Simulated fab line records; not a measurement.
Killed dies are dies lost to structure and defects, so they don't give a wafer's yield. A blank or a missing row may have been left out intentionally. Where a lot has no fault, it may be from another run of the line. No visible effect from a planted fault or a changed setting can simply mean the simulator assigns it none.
Which of the tools did it?    flow sky130    12 lots with 36 wafers sampled at 5 steps, on a route of 708 steps

WHAT THE GAUGES SHOWED, per wafer
Not one reading of a measure or inspect step in the record can be checked against a usual standard deviation.

TOOL THAT RAN EACH LOT (tool first, then ch and the chambers of the sampled wafers, then the start)
lot   SKY_VIA4_CMP_02                SKY_VIA4_CMP_21                SKY_METAL5_METAL_ETCH_15           SKY_PASSIVATION_CVD_02           SKY_PAD_OPEN_PROBE_99
L226  cmp-01 ch 0,3, day 41 10:54    cmp-01 ch 0,1,2, day 42 13:02  rie metal-01 ch 0,1, day 43 11:41  pecvd-02 ch 0,2, day 43 12:31    prober-01, day 45 09:23
L225  cmp-01 ch 1,2, day 41 12:40    cmp-01 ch 0,2,3, day 42 15:07  rie metal-01 ch 0,1, day 43 14:08  pecvd-03 ch 0,2, day 43 15:02    prober-02, day 45 14:20
L232  cmp-01 ch 1,2,3, day 44 00:17  cmp-02 ch 0,1,2, day 44 22:23  rie metal-04 ch 0,1, day 45 19:20  pecvd-01 ch 1,2, day 45 20:14    prober-02, day 47 14:07
L233  cmp-02 ch 2,3, day 44 02:25    cmp-01 ch 0,1,2, day 45 01:17  rie metal-04 ch 0,1, day 45 21:23  pecvd-02 ch 0,1, day 45 22:20    prober-01, day 47 16:43
L234  cmp-01 ch 0,2,3, day 44 06:58  cmp-01 ch 1,2,3, day 45 05:38  rie metal-02 ch 0,1, day 46 02:04  pecvd-02 ch 1,2, day 46 03:01    prober-02, day 47 22:09
L237  cmp-01 ch 0,2,3, day 45 06:56  cmp-02 ch 1,2,3, day 46 05:23  rie metal-04 ch 0,1, day 47 01:35  pecvd-01 ch 0,1, day 47 02:29    prober-01, day 48 19:54
L238  cmp-02 ch 0,2,3, day 45 13:06  cmp-01 ch 1,2,3, day 46 10:53  rie metal-04 ch 0,1, day 47 07:11  pecvd-02 ch 1,2, day 47 08:05    prober-02, day 48 23:59
L239  cmp-02 ch 0,3, day 45 16:25    cmp-01 ch 0,3, day 46 14:16    rie metal-01 ch 0,1, day 47 10:20  pecvd-02 ch 0,1,2, day 47 11:15  prober-01, day 49 02:43
L243  cmp-02 ch 1,2,3, day 46 10:50  cmp-01 ch 1,2, day 47 08:17    rie metal-04 ch 0,1, day 48 04:35  pecvd-02 ch 0,1,2, day 48 05:34  prober-01, day 49 19:31
L244  cmp-02 ch 2,3, day 46 15:52    cmp-02 ch 0,2,3, day 47 13:35  rie metal-02 ch 0,1, day 48 07:45  pecvd-02 ch 1,2, day 48 08:38    prober-02, day 49 21:19
L245  cmp-02 ch 0,1,3, day 47 01:47  cmp-02 ch 0,2,3, day 47 22:53  rie metal-02 ch 0,1, day 48 17:38  pecvd-02 ch 0,2, day 48 18:33    prober-01, day 50 06:07
L246  cmp-01 ch 0,1,2, day 47 03:48  cmp-02 ch 0,2, day 48 00:32    rie metal-02 ch 0,1, day 48 18:51  pecvd-01 ch 0,1,2, day 48 19:50  prober-02, day 50 06:46
- SKY_VIA4_CMP_02: polishes SiO2.
- SKY_VIA4_CMP_21: polishes, stops on SiO2, t overpolish 25 s, target thk 0 nm.
- SKY_METAL5_METAL_ETCH_15: etches the open film in Cl2/BCl3, stops on SiO2, target depth 1260 nm, time 252 s.
- SKY_PASSIVATION_CVD_02: deposits Si3N4, target thk 540 nm.
- SKY_PAD_OPEN_PROBE_99

AS READ BY THE TOOLS THEMSELVES (means over the sampled wafers that have a number; for cases with no such wafer, the mark the record gives instead)
SKY_VIA4_CMP_02. Usual: motor current A 12.3 A, standard deviation 0.98.
lot   tool    motor current A (A)  flag
L226  cmp-01  11.0                 
L225  cmp-01  13.1                 
L232  cmp-01  11.7                 
L233  cmp-02  12.6                 
L234  cmp-01  11.2                 
L237  cmp-01  11.3                 
L238  cmp-02  13.1                 
L239  cmp-02  13.0                 
L243  cmp-02  12.5                 
L244  cmp-02  12.7                 
L245  cmp-02  13.5                 
L246  cmp-01  11.9                 

SKY_VIA4_CMP_21. Usual: motor current A 11.2 A, standard deviation 0.9; overpolish run s 25.000 s, standard deviation 0.0082; time to endpoint s 124 s, standard deviation 4.9.
lot   tool    motor current A (A)  overpolish run s (s)  time to endpoint s (s)  flag
L226  cmp-01  11.1                 25.009                129                     
L225  cmp-01  10.6                 24.997                125                     
L232  cmp-02  11.8                 25.000                117                     
L233  cmp-01  11.3                 24.997                125                     
L234  cmp-01  11.0                 25.008                122                     
L237  cmp-02  11.4                 25.005                130                     
L238  cmp-01  11.2                 25.005                119                     
L239  cmp-01  9.8                  25.004                125                     
L243  cmp-01  11.8                 25.004                128                     
L244  cmp-02  11.4                 24.992                128                     
L245  cmp-02  11.6                 25.004                121                     
L246  cmp-02  12.2                 24.994                119                     

SKY_METAL5_METAL_ETCH_15. Usual: drypump motor current A 5.5 A, standard deviation 0.54; oes product au 0.894 a.u., standard deviation 0.0051; throttle valve pct 22.263 %, standard deviation 0.009.
lot   tool          drypump motor current A (A)  oes product au (a.u.)  throttle valve pct (%)  flag
L226  rie metal-01  5.7                          0.896                  22.255                  
L225  rie metal-01  5.7                          0.894                  22.262                  
L232  rie metal-04  5.0                          0.893                  22.263                  
L233  rie metal-04  5.0                          0.895                  22.263                  
L234  rie metal-02  5.9                          0.897                  22.266                  
L237  rie metal-04  5.3                          0.893                  22.265                  
L238  rie metal-04  5.4                          0.895                  22.262                  
L239  rie metal-01  5.3                          0.896                  22.260                  
L243  rie metal-04  5.3                          0.895                  22.264                  
L244  rie metal-02  5.9                          0.896                  22.253                  
L245  rie metal-02  5.7                          0.888                  22.268                  
L246  rie metal-02  5.9                          0.898                  22.259                  

SKY_PASSIVATION_CVD_02. Usual: heater power outer w 400 W, standard deviation 63; heater power w 677 W, standard deviation 94; susceptor temp C 400.00 C, standard deviation 0.24.
lot   tool      heater power outer w (W)  heater power w (W)  susceptor temp C (C)  flag
L226  pecvd-02  493                       778                 400.14                
L225  pecvd-03  394                       674                 400.26                
L232  pecvd-01  -                         -                   -                     OFF
L233  pecvd-02  -                         -                   -                     OFF
L234  pecvd-02  -                         -                   -                     OFF
L237  pecvd-01  323                       541                 399.81                
L238  pecvd-02  412                       719                 400.14                
L239  pecvd-02  421                       704                 400.09                
L243  pecvd-02  449                       753                 400.09                
L244  pecvd-02  423                       746                 400.01                
L245  pecvd-02  433                       708                 400.14                
L246  pecvd-01  315                       548                 400.35                

SKY_PAD_OPEN_PROBE_99. Usual: defect limited yield 82.7 %, standard deviation 1.9; killed_at_M0_to_M3 43, standard deviation 6.8; killed_at_M4_up 2.9, standard deviation 1.7; killed at contacts 24, standard deviation 5.4; killed at front end 15, standard deviation 4.8; killed at other 0.3, standard deviation 0.57; killed dies 85, standard deviation 9.4; killed on rim 16, standard deviation 4; killed open 47, standard deviation 7.5; killed short 38, standard deviation 5.7; sort_bin_3_pad_short 0.8 %, standard deviation 0.37; sort_bin_5_function 10.2 %, standard deviation 1.5; sort_bin_6_memory 6.2 %, standard deviation 1.1; sort n pass 407, standard deviation 9.4; sort yield pct 82.7 %, standard deviation 1.9.
lot   tool       defect limited yield (%)  killed_at_M0_to_M3  killed_at_M4_up  killed at contacts  killed at front end  killed at other  killed dies  killed on rim  killed open  killed short  sort_bin_3_pad_short (%)  sort_bin_5_function (%)  sort_bin_6_memory (%)  sort n pass  sort yield pct (%)  flag
L226  prober-01  84.7                      38                  1.7              24                  11                   0.0              75           13             46           30            0.5                       8.9                      5.9                    417          84.7                
L225  prober-02  82.3                      47                  0.3              28                  12                   0.3              87           15             47           40            1.2                       10.0                     6.5                    405          82.3                
L232  prober-02  84.4                      37                  5.3              17                  16                   0.7              77           16             38           39            0.8                       9.8                      5.0                    415          84.4                
L233  prober-01  81.0                      47                  2.0              30                  14                   0.0              94           18             51           43            0.9                       11.1                     7.0                    398          81.0                
L234  prober-02  81.6                      40                  3.3              25                  21                   0.7              91           16             48           42            1.1                       10.4                     7.0                    401          81.6                
L237  prober-01  82.4                      44                  3.0              25                  15                   0.0              87           17             46           40            0.9                       10.5                     6.2                    405          82.4                
L238  prober-02  83.5                      36                  3.3              25                  16                   0.7              81           17             46           35            0.5                       9.3                      6.6                    411          83.5                
L239  prober-01  81.4                      48                  2.0              26                  15                   0.7              91           21             53           38            1.0                       10.6                     7.0                    401          81.4                
L243  prober-01  83.1                      41                  1.7              23                  17                   0.0              83           16             48           36            0.7                       10.5                     5.8                    409          83.1                
L244  prober-02  86.6                      36                  3.3              18                  8                    0.7              66           15             35           31            0.5                       8.2                      4.7                    426          86.6                
L245  prober-01  81.8                      43                  2.7              26                  18                   0.7              90           15             49           41            0.7                       11.5                     6.0                    402          81.8                
L246  prober-02  84.8                      36                  4.3              22                  13                   0.0              75           15             38           37            0.5                       9.6                      5.2                    417          84.8                

THE ANSWER, worked out from the rows above alone
Rule: lot off if the mean of its wafers having a number is beyond 3 standard deviations from the usual mean. A lot without any number at a reading at which 4 lots or more have one is off too. The other lots that the step has rows for count as sound. First the gauges in route order, then the tools' own readings, where a lot's mean is used as printed above. The first step at which some lot is off is used, and at that step the reading that is off furthest; a lot without a number counts as furthest.
Off at SKY_PASSIVATION_CVD_02 (heater power outer w): L232, L233, L234. Without a number there: L232, L233, L234.
If a tool, at that step or one of the process steps before it, ran each lot that is off and ran no sound lot following the first of them, it fits. Not one of the candidates tried fits.

WHAT THE SIMULATOR HAD INSERTED
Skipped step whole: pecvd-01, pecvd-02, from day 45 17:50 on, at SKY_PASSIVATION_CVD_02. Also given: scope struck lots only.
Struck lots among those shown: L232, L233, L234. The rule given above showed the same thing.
